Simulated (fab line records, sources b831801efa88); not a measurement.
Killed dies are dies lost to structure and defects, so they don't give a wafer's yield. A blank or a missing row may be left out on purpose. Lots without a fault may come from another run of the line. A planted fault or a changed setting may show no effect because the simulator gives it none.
Which tool did it? | flow gf180mcu | 6 lots, 18 wafers sampled, at 3 steps of a route of 602

WHAT THE GAUGES READ, wafer by wafer
GF_HV_LDD_RS_MEAS_53: measures by four-point-probe.
lot  | measured     | on            | HV_LDD_RS (ohm/sq)
L763 | day 13 05:46 | film_metro-02 | 419.8 420.3 418.7
L772 | day 16 04:11 | film_metro-04 | 419.1 418.3 417.7
L775 | day 17 03:40 | film_metro-02 | 419.0 419.0 419.0
L777 | day 17 17:08 | film_metro-04 | 418.8 418.5 420.0
L779 | day 18 12:17 | film_metro-03 | 417.9 417.9 418.2
L782 | day 19 11:27 | film_metro-02 | 416.4 417.3 417.3

WHICH TOOL RAN EACH LOT (tool, then ch and the chambers of the sampled wafers, then the start)
lot  | GF_HV_LDD_STRIP_22                   | GF_HV_LDD_IMPLANT_33
L763 | plasma_asher-01 ch 0,1, day 11 14:01 | implanter-04 ch 0, day 12 09:07
L772 | plasma_asher-01 ch 1, day 14 07:26   | implanter-01 ch 0, day 15 05:15
L775 | plasma_asher-02 ch 0,1, day 15 06:23 | implanter-01 ch 0, day 16 04:03
L777 | plasma_asher-01 ch 0,1, day 15 19:47 | implanter-01 ch 0, day 16 17:40
L779 | plasma_asher-02 ch 0,1, day 16 13:46 | implanter-04 ch 0, day 17 12:09
L782 | plasma_asher-01 ch 0,1, day 17 10:46 | implanter-02 ch 0, day 18 09:53
- GF_HV_LDD_STRIP_22: strips in O2/N2.
- GF_HV_LDD_IMPLANT_33

THE ANSWER, worked out from the rows above alone
Rule: what is usual is taken from the lots themselves. Put in order of their means at a reading, lots are off if they are a third of the lots or fewer, leave a main group of 4 or more, and stand apart from it by a gap of 3 or more times the standard deviation of the main group's means; of several such gaps the widest counts. A main group whose means are all the same, to the digits that the tables above print for the reading, isn't used. A lot without any number at a reading at which 4 lots or more have one is off too. The other lots that the step has rows for count as sound.
No lot is off at any reading shown: from this, nothing can be told.

WHAT THE SIMULATOR HAD PUT IN
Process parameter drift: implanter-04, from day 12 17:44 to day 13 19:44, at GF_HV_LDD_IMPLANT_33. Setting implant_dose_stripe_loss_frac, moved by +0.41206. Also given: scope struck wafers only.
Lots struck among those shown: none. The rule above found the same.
